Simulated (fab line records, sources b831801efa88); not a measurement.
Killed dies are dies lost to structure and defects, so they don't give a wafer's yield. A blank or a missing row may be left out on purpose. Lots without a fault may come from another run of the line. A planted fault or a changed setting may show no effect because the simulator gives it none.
fab line records | flow gf180mcu
record lots=12 wafers=36 last_day=33
route steps=602 shown STI@22 NWELL@49 CONTACT@292 M1@318
lots that met no fault: from a run of the same line without faults
start_h: hours from the record's first day to the start of the lot's first wafer shown | wait_h: hours since the lot's step before | " the same as in the row above | L1.1+2: a row that stands for several wafers | - no value, or no start given | * or withheld: withheld | < > ~ a bound
route shown NAME@n: a module of which the file shows steps, and the number in the route of the first | usual: mean/standard deviation of fault-free wafers | same: alike in all rows | chamber/n: place in a boat | sites: the reading at each site | _std_site: their standard deviation | _edge_site: outer sites' mean less inner sites' | radius_mm: how far each site lies from the wafer's centre | mask NAME#n: copy n | behind: the tool/chamber that last shaped the wafer | hold: why the lot was held/for how many hours/how that ended | device: the transistor (n, p or np) that didn't switch | end of line: the same wafers' tests at the end of the route | a step without rows: its recipe alone | killed: dies lost to structure and defects at the first sort, not the wafer's yield | map: a wafer's dies, x killed, . not, _ none there
set.NAME: the setting as run; set.NAME@STEP: as run at that earlier step | model.NAME: the simulator's own value behind a step, which no gauge read
steps of the route over a sample of lots; a table a step, a row a wafer
services: from which hour (start_h, from the record's first day; less than 0 if before it) a tool's chamber was out of use, for how many hours, and why
## steps
# step GF_STI_OXIDATION_21
# recipe temp_c=1000 ambient=O2 stabilise_s=600 purge_s=300 target_thk_a=150 ox_time_s=458
# usual spike_tc_bottom_C=1019.4/1.1 spike_tc_centre_C=1001.2/1.2 spike_tc_lower_C=1000.5/0.88 spike_tc_top_C=1008.1/1.8 spike_tc_upper_C=1000.4/1 tube_center_temp_C=1000/0.096 tube_center_temp_C_max=1002.6/0.41 zone_power_lower_pct=23.8/0.91 zone_power_upper_pct=24.8/0.73
# columns lot.wafer tool chamber start_h wait_h spike_tc_bottom_C spike_tc_centre_C spike_tc_lower_C spike_tc_top_C spike_tc_upper_C tube_center_temp_C tube_center_temp_C_max zone_power_lower_pct zone_power_upper_pct
L428.1 furnace-02 0 32.78 1.4 1019.3 1001.6 1000.7 1008.2 1000.7 1000.1 1002.0 24.6 25.3
L428.5 " 0 " " 1018.7 1001.5 999.1 1008.4 1000.3 999.84 1002.3 24.2 25.2
L428.6 " 0 " " 1020.2 1002.2 1000.0 1005.7 1000.4 1000.1 1002.7 24.3 25.0
L429.2 furnace-02 0 41.31 2.3 1018.3 1001.7 1000.3 1007.3 1001.2 999.92 1002.7 23.9 25.6
L429.5 " 0 " " 1018.4 999.8 1001.3 1008.1 1001.2 999.81 1002.5 24.2 25.2
L429.6 " 0 " " 1018.7 1000.9 1001.2 1006.6 1000.6 1000.1 1002.4 24.8 25.1
L430.2 furnace-02 0 43.83 0.7 1020.3 1001.2 999.7 1006.9 999.8 1000 1003.1 24.8 25.2
L430.3 " 0 " " 1018.1 1001.6 999.9 1006.8 999.7 1000.2 1002.7 24.6 25.3
L430.5 " 0 " " 1021.0 1002.1 999.8 1006.0 999.4 999.9 1002.1 24.0 25.1
L431.2 furnace-01 0 53.37 7.2 1019.6 998.6 1001.7 1011.0 1000.7 1000.1 1002.9 22.4 24.0
L431.4 " 0 " " 1021.3 998.5 1000.6 1010.9 1000.7 1000.1 1002.6 22.1 23.1
L431.6 " 0 " " 1019.5 1000.9 999.6 1010.1 1002.6 999.93 1002.0 22.3 23.8
L432.2 furnace-01 0 55.95 1.3 1019.5 1000.7 1000.9 1009.9 1000.3 999.91 1002.3 22.3 24.0
L432.3 " 0 " " 1020.0 1000.4 1002.1 1007.8 1000.6 999.93 1003.2 22.1 23.7
L432.4 " 0 " " 1019.3 999.9 1001.8 1009.2 1000.3 999.94 1002.4 22.2 23.7
L434.2 furnace-02 0 68.47 0.0 1020.3 1002.4 1000.1 1008.6 1000.2 999.95 1002.4 24.2 25.2
L434.5 " 0 " " 1019.2 1001.5 1000.0 1008.5 999.7 1000.1 1003.1 24.3 25.4
L434.6 " 0 " " 1018.9 1000.6 1001.6 1007.2 999.2 1000.2 1003.3 24.2 24.8
L435.1 furnace-02 0 71.15 2.3 1019.1 1003.2 1002.1 1007.9 999.0 1000 1002.8 23.9 25.6
L435.2 " 0 " " 1019.6 1001.1 1000.2 1006.8 1001.5 999.87 1002.1 24.3 24.9
L435.3 " 0 " " 1019.4 1003.6 1002.1 1007.1 999.6 1000.2 1002.4 25.0 25.5
L437.2 furnace-02 0 78.44 0.8 1018.4 999.3 999.9 1008.3 1000.0 1000.2 1002.5 24.1 25.5
L437.3 " 0 " " 1019.5 1000.5 1000.2 1008.4 1000.7 1000.1 1002.6 24.5 25.5
L437.4 " 0 " " 1018.6 1002.7 1001.1 1007.1 1000.2 999.93 1002.6 24.2 25.2
L438.2 furnace-02 0 83.76 0.0 1056.6 1039.1 1038.1 1043.2 1037.6 1037.8 1040.6 26.2 27.3
L438.3 " 0 " " 1057.4 1038.6 1038.5 1044.0 1036.2 1037.7 1040.5 26.7 27.7
L438.5 " 0 " " 1057.8 1040.7 1037.2 1046.5 1036.2 1037.7 1039.9 26.9 27.7
L439.1 furnace-02 0 91.51 0.5 1055.5 1038.0 1038.2 1045.7 1038.3 1037.6 1040.3 26.2 28.0
L439.2 " 0 " " 1055.9 1040.2 1038.6 1043.1 1037.3 1037.7 1040.1 26.7 27.9
L439.5 " 0 " " 1058.4 1038.5 1036.5 1043.5 1038.2 1037.7 1040.4 26.6 27.5
L440.1 furnace-01 0 93.32 0.0 1020.2 999.5 1000.1 1008.0 1002.7 1000.1 1002.9 22.2 23.5
L440.2 " 0 " " 1019.2 1000.2 1000.2 1010.1 1001.6 999.97 1002.7 22.5 24.0
L440.6 " 0 " " 1019.0 1002.1 999.4 1009.1 1001.4 1000 1002.3 22.0 23.9
L447.1 furnace-01 0 130.13 0.7 1020.8 1000.9 1001.9 1011.1 1001.7 1000 1002.6 22.7 23.4
L447.2 " 0 " " 1018.1 1000.8 1000.0 1010.9 1002.4 999.98 1002.1 22.4 23.4
L447.6 " 0 " " 1021.4 1001.3 1001.2 1009.6 1001.2 1000.1 1002.4 22.3 23.7
# step GF_STI_THK_MEAS_22
# recipe reads=SiO2_of_STI_OXIDATION_21
# usual STI_OXIDATION_01_THK=15.09/0.25
# columns lot.wafer tool chamber start_h wait_h hold STI_OXIDATION_01_THK[nm]
L428.1 film_metro-03 - 33.90 0.0 - 15.32
L428.5 " - " " - 15.42
L428.6 " - " " - 15.35
L429.2 film_metro-01 - 42.45 0.0 - 15.53
L429.5 " - " " - 15.33
L429.6 " - " " - 15.35
L430.2 film_metro-04 - 44.97 0.0 - 14.61
L430.3 " - " " - 14.88
L430.5 " - " " - 14.69
L431.2 film_metro-04 - 54.51 0.0 - 14.92
L431.4 " - " " - 15.38
L431.6 " - " " - 15.29
L432.2 film_metro-01 - 57.08 0.0 - 14.95
L432.3 " - " " - 15.13
L432.4 " - " " - 15.15
L434.2 film_metro-01 - 69.61 0.0 - 15.08
L434.5 " - " " - 15.10
L434.6 " - " " - 15.41
L435.1 film_metro-03 - 72.28 0.0 - 15.04
L435.2 " - " " - 14.94
L435.3 " - " " - 15.39
L437.2 film_metro-01 - 79.58 0.0 - 14.88
L437.3 " - " " - 15.15
L437.4 " - " " - 14.86
L438.2 film_metro-04 - 84.89 0.0 await_dispo/0.2h/release 20.36
L438.3 " - " " await_dispo/0.2h/release 20.08
L438.5 " - " " await_dispo/0.2h/release 20.41
L438.2 film_metro-04 - 85.12 0.2 - 20.41
L438.3 " - " " - 20.08
L438.5 " - " " - 20.40
L439.1 film_metro-03 - 92.64 0.0 await_dispo/0.2h/release 20.18
L439.2 " - " " await_dispo/0.2h/release 19.96
L439.5 " - " " await_dispo/0.2h/release 20.11
L439.1 film_metro-03 - 92.87 0.2 - 20.16
L439.2 " - " " - 20.05
L439.5 " - " " - 20.11
L440.1 film_metro-04 - 94.45 0.0 - 14.82
L440.2 " - " " - 14.57
L440.6 " - " " - 14.53
L447.1 film_metro-03 - 131.26 0.0 - 15.21
L447.2 " - " " - 15.59
L447.6 " - " " - 15.32
# step GF_NWELL_OVL_MEAS_07
# usual NWELL_OVL=0.0/1.3
# columns lot.wafer tool chamber start_h wait_h NWELL_OVL[nm]
L428.1 overlay-01 - 62.31 - -1.0
L428.5 " - " " 0.3
L428.6 " - " " -1.3
L429.2 overlay-01 - 72.30 - -0.6
L429.5 " - " " 0.3
L429.6 " - " " 1.1
L430.2 overlay-01 - 72.55 - -2.3
L430.3 " - " " -0.9
L430.5 " - " " -1.8
L431.2 overlay-01 - 85.27 - -0.3
L431.4 " - " " 0.8
L431.6 " - " " 0.5
L432.2 overlay-01 - 85.62 - 3.3
L432.3 " - " " 2.0
L432.4 " - " " 2.7
L434.2 overlay-01 - 103.20 - -1.2
L434.5 " - " " -0.1
L434.6 " - " " -1.4
L435.1 overlay-02 - 103.54 - -0.2
L435.2 " - " " 0.8
L435.3 " - " " 0.1
L437.2 overlay-02 - 112.00 - 0.9
L437.3 " - " " 0.8
L437.4 " - " " -0.1
L438.2 overlay-01 - 115.52 - -2.2
L438.3 " - " " -2.9
L438.5 " - " " -3.0
L439.1 overlay-02 - 123.84 - -0.5
L439.2 " - " " -0.7
L439.5 " - " " -0.3
L440.1 overlay-01 - 127.39 - 2.0
L440.2 " - " " -0.6
L440.6 " - " " 1.3
L447.1 overlay-02 - 164.76 - 1.4
L447.2 " - " " 1.8
L447.6 " - " " -0.1
# step GF_CONTACT_BOW_MEAS_05
# recipe mode=bow
# usual CONTACT_BOW=65/7.3
# columns lot.wafer tool chamber start_h wait_h CONTACT_BOW[um]
L428.1 film_metro-02 - 331.57 0.2 53
L428.5 " - " " 63
L428.6 " - " " 65
L430.2 film_metro-02 - 356.65 0.1 62
L430.3 " - " " 60
L430.5 " - " " 73
L429.2 film_metro-03 - 357.40 0.2 60
L429.5 " - " " 68
L429.6 " - " " 74
L431.2 film_metro-02 - 368.92 0.2 58
L431.4 " - " " 63
L431.6 " - " " 67
L432.2 film_metro-03 - 375.03 0.1 87
L432.3 " - " " 73
L432.4 " - " " 68
L434.2 film_metro-03 - 398.94 0.2 76
L434.5 " - " " 62
L434.6 " - " " 74
L435.1 film_metro-04 - 402.73 0.2 60
L435.2 " - " " 70
L435.3 " - " " 73
L437.2 film_metro-02 - 408.68 0.1 68
L437.3 " - " " 47
L437.4 " - " " 62
L438.2 film_metro-02 - 415.43 0.3 68
L438.3 " - " " 61
L438.5 " - " " 55
L439.1 film_metro-04 - 428.39 0.1 66
L439.2 " - " " 53
L439.5 " - " " 61
L440.1 film_metro-03 - 447.72 0.1 66
L440.2 " - " " 50
L440.6 " - " " 40
L447.1 film_metro-02 - 506.22 0.2 64
L447.2 " - " " 58
L447.6 " - " " 68
# step GF_M1_SPUTTER_03
# recipe material=Ti target_thk_nm=10 substrate_temp_c=300 chamber_pressure_pa=0.3 power_w=3000 time_s=6.7
# usual throttle_valve_pct=30.6/0.69
# columns lot.wafer tool chamber start_h wait_h throttle_valve_pct
L428.1 pvd_sputter-04 - 354.90 0.0 30.6
L428.5 " - " " 28.5
L428.6 " - " " 31.0
L430.2 pvd_sputter-04 - 381.10 0.0 30.3
L430.3 " - " " 30.6
L430.5 " - " " 30.0
L429.2 pvd_sputter-01 - 382.67 0.0 30.7
L429.5 " - " " 30.0
L429.6 " - " " 31.1
L431.2 pvd_sputter-03 - 392.59 0.0 31.2
L431.4 " - " " 30.2
L431.6 " - " " 30.9
L432.2 pvd_sputter-03 - 399.49 0.0 30.0
L432.3 " - " " 30.6
L432.4 " - " " 31.6
L434.2 pvd_sputter-01 - 425.25 0.0 29.7
L434.5 " - " " 31.1
L434.6 " - " " 30.9
L435.1 pvd_sputter-03 - 428.78 0.0 30.1
L435.2 " - " " 30.7
L435.3 " - " " 30.8
L437.2 pvd_sputter-03 - 434.13 0.0 31.4
L437.3 " - " " 30.9
L437.4 " - " " 30.1
L438.2 pvd_sputter-03 - 440.95 0.0 30.0
L438.3 " - " " 30.9
L438.5 " - " " 30.9
L439.1 pvd_sputter-03 - 452.93 0.0 30.7
L439.2 " - " " 31.7
L439.5 " - " " 30.5
L440.1 pvd_sputter-01 - 470.71 0.0 31.0
L440.2 " - " " 31.1
L440.6 " - " " 29.7
L447.1 pvd_sputter-03 - 531.51 0.0 31.7
L447.2 " - " " 30.0
L447.6 " - " " 29.9
## services
# columns tool chamber start_h hours kind
furnace-01 - 11.48 3.0 pm
pvd_sputter-01 - 18.26 2.5 repair
pvd_sputter-03 - 20.35 2.7 repair
furnace-02 - 21.48 3.1 pm
pvd_sputter-01 - 92.30 9.1 repair
pvd_sputter-03 - 97.80 0.5 repair
pvd_sputter-03 3 115.07 - consumable_replace:kit
pvd_sputter-04 - 130.66 4.0 repair
furnace-01 - 171.69 3.2 pm
furnace-01 - 180.02 3.3 pm
furnace-02 - 188.34 4.0 pm
furnace-02 - 286.21 4.8 pm
pvd_sputter-01 - 298.88 57.1 repair
furnace-01 - 348.15 4.0 pm
furnace-02 - 356.56 2.7 pm
furnace-01 - 373.76 20.6 repair
pvd_sputter-01 - 395.65 5.0 repair
pvd_sputter-03 - 400.50 1.3 repair
furnace-01 - 408.72 69.5 pm
furnace-02 - 433.74 21.9 repair
furnace-02 - 478.21 2.5 pm
furnace-01 - 480.66 5.1 pm
furnace-01 - 515.78 3.3 pm
furnace-02 - 524.03 4.1 pm
## key
first_sign step=GF_STI_OXIDATION_21 reading=tube_center_temp_C direction=up sigmas=99+ usual=* struck=*
effect step=GF_STI_OXIDATION_21 reading=tube_center_temp_C_max direction=up sigmas=91 usual=* struck=*
effect step=GF_STI_THK_MEAS_22 reading=visit direction=added
effect step=GF_STI_THK_MEAS_22 reading=STI_OXIDATION_01_THK direction=up sigmas=20 usual=15.09 struck=20.19
met_at GF_STI_OXIDATION_21
struck_lots L438,L439
tester_left_out L438,L439
not_acting_at GF_NWELL_OVL_MEAS_07,GF_CONTACT_BOW_MEAS_05,GF_M1_SPUTTER_03
onset_between 78.44 83.76
fault kind=process_parameter_drift tool=furnace-02 chamber=- onset_h=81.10 steps=GF_STI_OXIDATION_21 channel=temp_c offset=* shape=step end_h=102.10 acts_in=* stated=*
# tester_left_out: of these lots the tester's yield and bins aren't shown, on N5 and GAA mostly nor the transistor test; their killed dies are dies lost to structure and defects alone, not to doping, threshold or leakage, so they don't give the yield
